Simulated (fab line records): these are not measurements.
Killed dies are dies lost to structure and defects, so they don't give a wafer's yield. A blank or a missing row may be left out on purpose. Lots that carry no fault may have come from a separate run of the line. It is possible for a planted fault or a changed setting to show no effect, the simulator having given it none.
fab line records ; flow sky130
[record] lots = 5; wafers = 15; last_day = 50
route steps=708 shown VIA1@461 METAL2@483 PAD_OPEN@708
lots untouched by any fault: they come from a run of this same line in which no faults occurred
start_h: hours from the record's first day to the start of the lot's first wafer shown ; wait_h: how many hours have passed since the lot's step before this one ; " unchanged from the row above ; L1.1+2: a row that stands for several wafers ; - no value, or no start was given ; * or withheld: withheld ; < > ~ a bound
route shown NAME@n: names a module that has steps shown in the file, with the first one's number in the route ; usual: the fault-free wafers' mean and standard deviation ; same: alike in all rows ; chamber/n: place in a boat ; sites: the reading at each site ; _std_site: the standard deviation of these ; _edge_site: outer sites' mean less inner sites' ; radius_mm: how far each site lies from the wafer's centre ; mask NAME#n: copy n ; behind: the last tool/chamber to shape the wafer ; hold: cause of the lot's hold/its duration in hours/its outcome ; device: the transistor (n, p or np) that didn't switch ; end of line: the tests these same wafers got at the end of their route ; for a step that has no rows: nothing shown but its recipe ; killed: dies that structure and defects cost at the first sort, which is not the same as the wafer's yield ; map: dies across one wafer; x = killed, . = not, _ = none there
set.NAME: the setting the step ran with; set.NAME@STEP: the setting that earlier step ran with ; model.NAME: the simulator's own value behind a step, which no gauge read
lots at some steps of the route; a table a step, a row a wafer
services: from which hour (start_h, from the record's first day; less than 0 if before it) a tool's chamber was out of use, for how many hours, and why
[[steps]]
[step SKY_VIA1_BOW_MEAS_03]
[recipe] mode = bow
[usual] VIA1_BOW = 81/7.3
lot.wafer;tool;chamber;start_h;wait_h;VIA1_BOW[um]
L977.2;film_metro-02;-;824.22;0.2;83
L977.4;film_metro-02;-;824.22;0.2;84
L977.6;film_metro-02;-;824.22;0.2;89
L980.1;film_metro-01;-;827.88;0.1;75
L980.3;film_metro-01;-;827.88;0.1;74
L980.4;film_metro-01;-;827.88;0.1;81
L990.2;film_metro-04;-;896.10;0.1;81
L990.3;film_metro-04;-;896.10;0.1;80
L990.6;film_metro-04;-;896.10;0.1;84
L993.4;film_metro-01;-;915.29;0.3;84
L993.5;film_metro-01;-;915.29;0.3;89
L993.6;film_metro-01;-;915.29;0.3;67
L994.1;film_metro-02;-;924.75;0.1;65
L994.4;film_metro-02;-;924.75;0.1;72
L994.5;film_metro-02;-;924.75;0.1;71
[step SKY_VIA1_DEHYDRATE_04]
[recipe] temp_c = 200; time_s = 60
[step SKY_VIA1_HMDS_05]
[recipe] prime_time_s = 60; prime_temp_c = 120
[step SKY_VIA1_COAT_06]
[recipe] resist = BARC; temp_c = withheld; time_s = withheld; spin_rpm = 3000; resist_thk_nm = 60
[step SKY_VIA1_COAT_07]
[recipe] resist = KrF-thick; spin_rpm = 3000; resist_thk_nm = 450
[step SKY_VIA1_SOFTBAKE_08]
[recipe] temp_c = 100; time_s = 90; resist = KrF-thick
[step SKY_VIA1_EXPOSE_09]
[recipe] mask_id = VIM; na = 0.8; source_shape = annular; sigma_inner = 0.55; sigma_outer = 0.85; target_cd_nm = 150; dose_mj = 38
[step SKY_VIA1_PEB_10]
[recipe] peb_temp_c = withheld; peb_time_s = withheld; resist = KrF-thick
[step SKY_VIA1_DEVELOP_11]
[recipe] develop_time_s = 60; resist = KrF-thick; dev_temp_c = 21
[step SKY_VIA1_CD_MEAS_12]
[recipe] target_cd_nm = 150
[usual] cd_nm = 149.9/2
lot.wafer;tool;chamber;start_h;wait_h;cd_nm
L977.2;cd_sem-01;-;851.36;-;153.2
L977.4;cd_sem-01;-;851.36;-;150.8
L977.6;cd_sem-01;-;851.36;-;151.8
L980.1;cd_sem-02;-;854.69;-;146.4
L980.3;cd_sem-02;-;854.69;-;147.1
L980.4;cd_sem-02;-;854.69;-;147.6
L990.2;cd_sem-02;-;920.86;-;147.0
L990.3;cd_sem-02;-;920.86;-;146.2
L990.6;cd_sem-02;-;920.86;-;146.8
L993.4;cd_sem-02;-;939.30;-;147.8
L993.5;cd_sem-02;-;939.30;-;147.4
L993.6;cd_sem-02;-;939.30;-;147.7
L994.1;cd_sem-02;-;949.15;-;149.3
L994.4;cd_sem-02;-;949.15;-;149.8
L994.5;cd_sem-02;-;949.15;-;151.3
[step SKY_VIA1_OVL_MEAS_13]
[usual] VIA1_OVL = 1/5
lot.wafer;tool;chamber;start_h;wait_h;VIA1_OVL[nm]
L977.2;overlay-01;-;851.46;0.1;-7
L977.4;overlay-01;-;851.46;0.1;-6
L977.6;overlay-01;-;851.46;0.1;-7
L980.1;overlay-02;-;854.81;0.1;6
L980.3;overlay-02;-;854.81;0.1;-1
L980.4;overlay-02;-;854.81;0.1;1
L990.2;overlay-01;-;920.97;0.1;-2
L990.3;overlay-01;-;920.97;0.1;6
L990.6;overlay-01;-;920.97;0.1;1
L993.4;overlay-01;-;939.39;0.1;-6
L993.5;overlay-01;-;939.39;0.1;-4
L993.6;overlay-01;-;939.39;0.1;1
L994.1;overlay-01;-;949.27;0.1;-2
L994.4;overlay-01;-;949.27;0.1;-7
L994.5;overlay-01;-;949.27;0.1;-5
[step SKY_VIA1_ETCH_14]
[recipe] chemistry = N2/H2; target = BARC; ion_energy_ev = 200; source_w = 500; bias_w = 100; pressure_mtorr = 30; n2_flow_sccm = 100; h2_flow_sccm = 200; stop_on = SiO2; time_s = 45.9; target_depth_a = 600
[usual] drypump_motor_current_A = 5.8/0.41; oes_product_au = 0.856/0.0051; throttle_valve_pct = 13.224/0.0089
lot.wafer;tool;chamber;start_h;wait_h;drypump_motor_current_A;oes_product_au;rf_hours_counter_h;throttle_valve_pct
L977.2;rie_diel-04;3;851.49;0.0;5.4;0.858;2;13.218
L977.4;rie_diel-04;2;851.49;0.0;5.9;0.847;0;13.221
L977.6;rie_diel-04;2;851.49;0.0;5.9;0.849;-;13.224
L980.1;rie_diel-01;2;854.85;0.0;5.6;0.867;25;13.229
L980.3;rie_diel-01;3;854.85;0.0;6.5;0.864;6;13.233
L980.4;rie_diel-01;2;854.85;0.0;5.6;0.850;-;13.213
L990.2;rie_diel-04;1;921.00;0.0;5.1;0.861;12;13.222
L990.3;rie_diel-04;0;921.00;0.0;5.7;0.850;3;13.227
L990.6;rie_diel-04;2;921.00;0.0;5.9;0.859;-;13.233
L993.4;rie_diel-02;1;939.40;0.0;5.9;0.857;7;13.223
L993.5;rie_diel-02;1;939.40;0.0;5.9;0.848;-;13.223
L993.6;rie_diel-02;2;939.40;0.0;6.2;0.857;-;13.222
L994.1;rie_diel-01;0;949.31;0.0;5.8;0.848;3;13.228
L994.4;rie_diel-01;2;949.31;0.0;5.6;0.849;2;13.229
L994.5;rie_diel-01;2;949.31;0.0;5.6;0.851;-;13.229
[step SKY_VIA1_ETCH_15]
[recipe] target = SiO2; chemistry = C4F8/O2/Ar; target_depth_nm = 351; stop_on = TiN; mask_material = KrF-thick; source_w = 1500; bias_w = 1200; pressure_mtorr = 40; c4f8_flow_sccm = withheld; O2_flow_sccm = 6; Ar_flow_sccm = 300; time_s = 54
[usual] oes_product_au = 0.981/0.005
lot.wafer;tool;chamber;start_h;wait_h;oes_product_au;rf_hours_counter_h;model.etch.depth_nm;model.VIA1.feature_depth_nm;model.KrF-thick_of_VIA1_COAT_07.thk_nm
L977.2;rie_diel-04;3;851.53;0.0;0.975;2;344.4;344.4;323.4
L977.4;rie_diel-04;2;851.53;0.0;0.981;1;344.6;344.6;319.8
L977.6;rie_diel-04;2;851.53;0.0;0.976;-;344.7;344.7;322.2
L980.1;rie_diel-01;2;854.89;0.0;0.979;25;344.4;344.4;324.6
L980.3;rie_diel-01;3;854.89;0.0;0.980;6;345.6;345.6;323.3
L980.4;rie_diel-01;2;854.89;0.0;0.984;-;344.2;344.2;325.6
L990.2;rie_diel-04;1;921.04;0.0;0.868;12;276.4;276.4;337.8
L990.3;rie_diel-04;0;921.04;0.0;0.976;3;343.8;343.8;323.1
L990.6;rie_diel-04;2;921.04;0.0;0.988;-;343.7;343.7;323.8
L993.4;rie_diel-02;1;939.45;0.0;0.984;7;344.7;344.7;321.8
L993.5;rie_diel-02;1;939.45;0.0;0.980;-;345.3;345.3;324.1
L993.6;rie_diel-02;2;939.45;0.0;0.981;-;343.6;343.6;323.4
L994.1;rie_diel-01;0;949.35;0.0;0.982;3;345.9;345.9;320.5
L994.4;rie_diel-01;2;949.35;0.0;0.984;2;346.1;346.1;321.3
L994.5;rie_diel-01;2;949.35;0.0;0.985;-;344.9;344.9;319.7
[step SKY_VIA1_STRIP_16]
[recipe] chemistry = O2/N2; power_w = 1400; pressure_mtorr = 1500; platen_temp_c = withheld; o2_flow_sccm = 3000; n2_flow_sccm = 300; overash_fraction = 0.5
[usual] drypump_motor_current_A = 5.9/0.49; oes_product_au = 0.416/0.0046; strip_time_to_endpoint_s = 4.456/0.019
lot.wafer;tool;chamber;start_h;wait_h;drypump_motor_current_A;oes_product_au;rf_hours_counter_h;strip_time_to_endpoint_s
L977.2;plasma_asher-04;0;851.58;0.0;6.3;0.413;103;4.460
L977.4;plasma_asher-04;1;851.58;0.0;5.2;0.415;-;4.435
L977.6;plasma_asher-04;0;851.58;0.0;6.3;0.421;-;4.448
L980.1;plasma_asher-03;0;854.94;0.0;6.0;0.411;12;4.480
L980.3;plasma_asher-03;0;854.94;0.0;6.0;0.420;-;4.479
L980.4;plasma_asher-03;1;854.94;0.0;6.0;0.412;-;4.490
L990.2;plasma_asher-03;0;921.09;0.0;6.0;0.419;19;4.618
L990.3;plasma_asher-03;0;921.09;0.0;6.0;0.411;-;4.442
L990.6;plasma_asher-03;1;921.09;0.0;6.0;0.419;-;4.473
L993.4;plasma_asher-03;1;939.53;0.1;6.0;0.418;-;4.447
L993.5;plasma_asher-03;0;939.53;0.1;6.0;0.419;-;4.458
L993.6;plasma_asher-03;1;939.53;0.1;6.0;0.417;-;4.450
L994.1;plasma_asher-04;1;949.40;0.0;5.2;0.419;113;4.428
L994.4;plasma_asher-04;0;949.40;0.0;6.3;0.409;-;4.431
L994.5;plasma_asher-04;0;949.40;0.0;6.3;0.418;-;4.422
[step SKY_VIA1_STRIP_17]
[recipe] chemistry = post_etch_residue_remover; time_s = 1200; temp_c = 72.5
[step SKY_VIA1_CLEAN_18]
[recipe] chemistry = IPA; time_s = 180; temp_c = 25
[step SKY_VIA1_CLEAN_19]
[recipe] chemistry = O3/DIW; dry = n2_spin
[step SKY_VIA1_SPUTTER_20]
[recipe] material = TiN; target_thk_nm = 20; chamber_pressure_pa = 5; power_w = 4000; time_s = 80
[usual] throttle_valve_pct = 29.9/1.3
lot.wafer;tool;chamber;start_h;wait_h;throttle_valve_pct
L977.2;pvd_sputter-04;-;852.22;0.0;32.7
L977.4;pvd_sputter-04;-;852.22;0.0;28.6
L977.6;pvd_sputter-04;-;852.22;0.0;28.5
L980.1;pvd_sputter-02;-;855.56;0.0;30.5
L980.3;pvd_sputter-02;-;855.56;0.0;28.6
L980.4;pvd_sputter-02;-;855.56;0.0;30.4
L990.2;pvd_sputter-04;-;921.72;0.0;28.4
L990.3;pvd_sputter-04;-;921.72;0.0;30.9
L990.6;pvd_sputter-04;-;921.72;0.0;29.8
L993.4;pvd_sputter-01;-;940.12;0.0;28.8
L993.5;pvd_sputter-01;-;940.12;0.0;29.4
L993.6;pvd_sputter-01;-;940.12;0.0;31.1
L994.1;pvd_sputter-01;-;950.02;0.0;29.4
L994.4;pvd_sputter-01;-;950.02;0.0;28.9
L994.5;pvd_sputter-01;-;950.02;0.0;29.5
[step SKY_VIA1_CVD_21]
[recipe] material = W; target_thk_nm = 270; time_s = 80.902; temp_c = 400; pressure_torr = 40
[usual] heater_power_outer_w = 524/38; heater_power_w = 839/40; susceptor_temp_C = 399.99/0.24
lot.wafer;tool;chamber;start_h;wait_h;heater_power_outer_w;heater_power_w;susceptor_temp_C
L977.2;cvd_w-01;1;852.28;0.0;496;818;399.98
L977.4;cvd_w-01;0;852.28;0.0;506;811;400.20
L977.6;cvd_w-01;0;852.28;0.0;515;841;400.16
L980.1;cvd_w-02;1;855.62;0.0;623;911;400.23
L980.3;cvd_w-02;0;855.62;0.0;527;875;400.02
L980.4;cvd_w-02;1;855.62;0.0;635;955;399.81
L990.2;cvd_w-02;1;921.78;0.0;553;829;400.14
L990.3;cvd_w-02;1;921.78;0.0;556;815;400.27
L990.6;cvd_w-02;1;921.78;0.0;542;864;400.13
L993.4;cvd_w-02;0;940.19;0.0;514;835;400.32
L993.5;cvd_w-02;0;940.19;0.0;507;823;400.27
L993.6;cvd_w-02;1;940.19;0.0;550;852;399.99
L994.1;cvd_w-02;0;950.08;0.0;509;835;399.95
L994.4;cvd_w-02;1;950.08;0.0;547;829;400.14
L994.5;cvd_w-02;0;950.08;0.0;518;851;400.12
[step SKY_VIA1_CMP_24]
[recipe] stop_on = SiO2; t_overpolish_s = 15; down_force_psi = 3.5; platen_rpm = 60; target_thk_nm = 0; pad_velocity_m_s = 0.94248
[usual] motor_current_A = 11.3/1.2; overpolish_run_s = 15.001/0.0093; slurry_filter_dp_kPa = 13.51/0.13; time_to_endpoint_s = 64.0/2.8
lot.wafer;tool;chamber;start_h;wait_h;motor_current_A;overpolish_run_s;slurry_filter_dp_kPa;time_to_endpoint_s
L977.2;cmp-02;3;852.65;0.1;11.3;15.000;13.65;63.8
L977.4;cmp-02;0;852.65;0.1;12.9;15.021;13.37;62.5
L977.6;cmp-02;2;852.65;0.1;11.4;15.006;13.59;64.2
L980.4;cmp-01;2;855.89;0.0;10.2;14.994;13.28;66.0
L980.3;cmp-01;3;855.89;0.0;13.7;15.014;13.47;59.2
L980.1;cmp-01;0;855.89;0.0;10.1;15.007;13.66;66.6
L990.3;cmp-02;1;922.15;0.1;10.0;14.997;13.58;62.2
L990.2;cmp-02;2;922.15;0.1;11.5;14.996;13.48;59.8
L990.6;cmp-02;0;922.15;0.1;12.8;14.985;13.47;63.5
L993.4;cmp-02;3;940.43;0.0;10.9;14.994;13.44;62.1
L993.5;cmp-02;3;940.43;0.0;11.6;14.989;13.77;63.4
L993.6;cmp-02;0;940.43;0.0;12.6;14.994;13.37;63.0
L994.4;cmp-01;2;950.35;0.0;9.7;15.009;13.50;64.5
L994.1;cmp-01;3;950.35;0.0;13.2;15.008;13.55;59.6
L994.5;cmp-01;2;950.35;0.0;10.4;14.998;13.62;63.2
[step SKY_METAL2_SPUTTER_00]
[recipe] material = Ti; target_thk_nm = 15; power_w = 3000; time_s = 10; chamber_pressure_pa = 0.4
[usual] throttle_valve_pct = 30.2/1.1
lot.wafer;tool;chamber;start_h;wait_h;throttle_valve_pct
L977.2;pvd_sputter-04;-;852.85;0.1;30.9
L977.4;pvd_sputter-04;-;852.85;0.1;29.6
L977.6;pvd_sputter-04;-;852.85;0.1;29.8
L980.1;pvd_sputter-02;-;856.19;0.1;28.7
L980.3;pvd_sputter-02;-;856.19;0.1;30.6
L980.4;pvd_sputter-02;-;856.19;0.1;30.1
L990.3;pvd_sputter-03;-;922.35;0.1;29.2
L990.6;pvd_sputter-03;-;922.35;0.1;32.1
L993.4;pvd_sputter-02;-;940.73;0.2;28.8
L993.5;pvd_sputter-02;-;940.73;0.2;28.6
L993.6;pvd_sputter-02;-;940.73;0.2;30.1
L994.1;pvd_sputter-02;-;950.65;0.2;30.2
L994.4;pvd_sputter-02;-;950.65;0.2;30.8
L994.5;pvd_sputter-02;-;950.65;0.2;30.0
[step SKY_METAL2_SPUTTER_01]
[recipe] material = TiN; target_thk_nm = 20; power_w = 6500; time_s = 16.7; chamber_pressure_pa = 0.4
[usual] throttle_valve_pct = 30.2/1.1
lot.wafer;tool;chamber;start_h;wait_h;throttle_valve_pct
L977.2;pvd_sputter-04;-;852.87;0.0;30.7
L977.4;pvd_sputter-04;-;852.87;0.0;30.0
L977.6;pvd_sputter-04;-;852.87;0.0;29.8
L980.1;pvd_sputter-02;-;856.21;0.0;29.0
L980.3;pvd_sputter-02;-;856.21;0.0;30.6
L980.4;pvd_sputter-02;-;856.21;0.0;30.0
L990.3;pvd_sputter-03;-;922.37;0.0;29.0
L990.6;pvd_sputter-03;-;922.37;0.0;32.1
L993.4;pvd_sputter-02;-;940.75;0.0;29.0
L993.5;pvd_sputter-02;-;940.75;0.0;29.0
L993.6;pvd_sputter-02;-;940.75;0.0;30.1
L994.1;pvd_sputter-02;-;950.68;0.0;30.1
L994.4;pvd_sputter-02;-;950.68;0.0;30.5
L994.5;pvd_sputter-02;-;950.68;0.0;29.9
[step SKY_METAL2_SPUTTER_02]
[recipe] material = AlCu; target_thk_nm = 250; power_w = 10600; time_s = 13.3; chamber_pressure_pa = 0.4
[usual] throttle_valve_pct = 30.2/1.1
lot.wafer;tool;chamber;start_h;wait_h;throttle_valve_pct
L977.2;pvd_sputter-04;-;852.90;0.0;30.9
L977.4;pvd_sputter-04;-;852.90;0.0;30.0
L977.6;pvd_sputter-04;-;852.90;0.0;30.0
L980.1;pvd_sputter-02;-;856.24;0.0;28.8
L980.3;pvd_sputter-02;-;856.24;0.0;30.6
L980.4;pvd_sputter-02;-;856.24;0.0;30.1
L990.3;pvd_sputter-03;-;922.40;0.0;29.3
L990.6;pvd_sputter-03;-;922.40;0.0;31.7
L993.4;pvd_sputter-02;-;940.78;0.0;28.5
L993.5;pvd_sputter-02;-;940.78;0.0;28.7
L993.6;pvd_sputter-02;-;940.78;0.0;30.2
L994.1;pvd_sputter-02;-;950.70;0.0;30.0
L994.4;pvd_sputter-02;-;950.70;0.0;30.9
L994.5;pvd_sputter-02;-;950.70;0.0;30.1
[step SKY_PAD_OPEN_PROBE_99]
lot.wafer;tool;chamber;start_h;wait_h;model.etest.nfet_16v.under_floor;model.etest.field_p.open;model.etest.tip_n_5v.open;model.etest.res_pwde_under_gate.open;model.etest.nfet_g5v0d10v5.open;model.etest.diode_dnwell_sub.under_floor;model.etest.nfet_01v8_turned.under_floor;model.etest.iso_pdiff_pwell.under_floor
L977.2+4+6;prober-02;-;1121.53;0.1;0;0;0;0;0;0;0;0
L980.1+3+4;prober-01;-;1122.15;0.1;0;0;0;0;0;0;0;0
L990.2;prober-01;-;1169.75;0.1;1;1;1;1;1;1;1;1
L990.3+6;prober-01;-;1169.80;0.2;0;0;0;0;0;0;0;0
L993.4+5+6;prober-02;-;1184.65;0.2;0;0;0;0;0;0;0;0
L994.1+4+5;prober-01;-;1190.05;0.1;0;0;0;0;0;0;0;0
// killed by level:class
L977.2 VIA1:geometric_particle:open=15 CONTACT:geometric_particle:open=10 VIA2:geometric_particle:open=8 METAL1:geometric_particle:short=6 METAL2:geometric_particle:short=6 FIELD_ISO:geometric_particle:short=4 POLY_GATE:geometric_particle:open=4 POLY_GATE:geometric_particle:short=4
L977.4 CONTACT:geometric_particle:open=10 VIA1:geometric_particle:open=9 VIA3:geometric_particle:open=9 VIA2:geometric_particle:open=8 POLY_GATE:geometric_particle:short=6 LI_CONTACT:geometric_particle:open=6 FIELD_ISO:geometric_particle:short=5 LOCAL_INTERCONNECT:geometric_particle:short=5
L977.6 VIA1:geometric_particle:open=15 VIA1:geometric_particle:short=9 CONTACT:geometric_particle:open=9 METAL2:geometric_particle:short=8 VIA2:geometric_particle:open=8 FIELD_ISO:geometric_particle:open=7 POLY_GATE:geometric_particle:open=6 METAL1:geometric_particle:short=5
L980.1 VIA1:geometric_particle:open=13 LI_CONTACT:geometric_particle:open=10 METAL2:geometric_particle:short=7 CONTACT:geometric_particle:open=5 VIA2:geometric_particle:open=5 POLY_GATE:geometric_particle:open=4 FIELD_ISO:geometric_particle:short=3 POLY_GATE:geometric_particle:short=3
L980.3 VIA1:geometric_particle:open=12 LI_CONTACT:geometric_particle:open=10 VIA1:geometric_particle:short=8 VIA3:geometric_particle:open=5 POLY_GATE:geometric_particle:short=4 CONTACT:geometric_particle:open=4 FIELD_ISO:geometric_particle:short=3 VIA2:geometric_particle:open=3
L980.4 VIA1:geometric_particle:open=9 CONTACT:geometric_particle:open=7 VIA2:geometric_particle:open=6 METAL3:geometric_particle:short=6 CONTACT:geometric_particle:short=5 POLY_GATE:geometric_particle:open=5 VIA2:geometric_particle:short=5 VIA3:geometric_particle:open=4
L993.4 VIA1:geometric_particle:open=9 METAL2:geometric_particle:short=9 CONTACT:geometric_particle:open=8 VIA2:geometric_particle:open=7 METAL1:geometric_particle:short=7 LI_CONTACT:geometric_particle:open=6 VIA1:geometric_particle:short=6 METAL4:geometric_particle:short=6
L993.5 VIA3:geometric_particle:open=12 LI_CONTACT:geometric_particle:open=9 CONTACT:geometric_particle:open=9 VIA1:geometric_particle:short=6 VIA1:geometric_particle:open=6 METAL2:geometric_particle:short=5 FIELD_ISO:geometric_particle:open=4 FIELD_ISO:geometric_particle:short=4
L993.6 VIA1:geometric_particle:open=16 CONTACT:geometric_particle:open=11 VIA3:geometric_particle:open=8 LI_CONTACT:geometric_particle:open=5 CONTACT:geometric_particle:short=5 FIELD_ISO:geometric_particle:short=4 VIA1:geometric_particle:short=4 METAL4:geometric_particle:short=4
L994.1 VIA1:geometric_particle:open=12 VIA3:geometric_particle:open=7 VIA2:geometric_particle:open=6 LOCAL_INTERCONNECT:geometric_particle:short=6 CONTACT:geometric_particle:open=5 POLY_GATE:geometric_particle:short=4 METAL4:geometric_particle:short=4 METAL3:geometric_particle:short=3
L994.4 CONTACT:geometric_particle:open=12 VIA1:geometric_particle:open=10 VIA2:geometric_particle:open=9 VIA3:geometric_particle:open=9 VIA1:geometric_particle:short=6 METAL2:geometric_particle:short=5 CONTACT:geometric_particle:short=4 METAL1:geometric_particle:short=4
L994.5 CONTACT:geometric_particle:open=10 LOCAL_INTERCONNECT:geometric_particle:short=8 VIA1:geometric_particle:open=8 VIA2:geometric_particle:open=8 FIELD_ISO:geometric_particle:short=6 VIA3:geometric_particle:open=5 CONTACT:geometric_particle:short=5 VIA1:geometric_particle:short=4
[[services]]
tool;chamber;start_h;hours;kind
cmp-02;-;846.72;5.8;pm
rie_diel-01;0;847.58;-;clean
rie_diel-01;0;847.58;25.1;scheduled_down
rie_diel-01;0;847.58;25.1;vent_cycle
plasma_asher-04;-;849.05;2.3;repair
pvd_sputter-03;-;852.95;9.3;repair
cmp-02;-;853.66;3.9;repair
plasma_asher-04;-;861.03;1.9;repair
rie_diel-04;-;861.17;4.3;pm
cvd_w-01;-;864.74;6.9;pm
rie_diel-04;0;869.69;2.9;repair
pvd_sputter-02;0;874.87;-;consumable_replace:kit
pvd_sputter-02;0;874.87;18.0;scheduled_down
pvd_sputter-02;0;874.87;18.0;vent_cycle
pvd_sputter-02;-;878.24;2.6;repair
pvd_sputter-02;-;878.65;4.5;repair
rie_diel-02;-;894.71;2.8;pm
pvd_sputter-01;-;901.17;3.3;repair
rie_diel-01;3;902.38;2.9;repair
cvd_w-02;-;904.00;14.0;pm
cmp-02;-;906.50;1.9;repair
cmp-01;-;912.26;4.0;pm
cmp-02;-;937.66;2.5;repair
plasma_asher-04;-;941.53;2.4;repair
[[key]]
[first_sign] step = SKY_VIA1_ETCH_15; reading = oes_product_au; direction = down; sigmas = 23; usual = 0.981; struck = 0.868
[effect] step = SKY_VIA1_STRIP_16; reading = strip_time_to_endpoint_s; direction = up; sigmas = 8.6; usual = *; struck = *
[effect] step = SKY_METAL2_SPUTTER_00; reading = visit; direction = missing
[effect] step = SKY_METAL2_SPUTTER_01; reading = visit; direction = missing
[effect] step = SKY_METAL2_SPUTTER_02; reading = visit; direction = missing
[model_effect] step = SKY_VIA1_ETCH_15; value = etch.depth_nm; without = 344.1; struck = 276.4
[model_effect] step = SKY_PAD_OPEN_PROBE_99; value = etest.nfet_16v.under_floor; without = 0; struck = 1
met_at SKY_VIA1_ETCH_15
struck_wafers L990.2
later_rows_left_out L990.2
sort_left_out L990.2
[fault] kind = process_parameter_drift; tool = rie_diel-04; chamber = 1; onset_h = 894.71; steps = SKY_VIA1_ETCH_15; channel = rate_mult; offset = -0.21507; shape = step; end_h = 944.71
// sort_left_out: the simulated sort isn't trusted on such a fault, so these wafers' sort isn't shown, and their yield isn't known
// later_rows_left_out: the simulator's readings of these wafers behind a module that went badly wrong aren't trusted and aren't shown, but for the sort
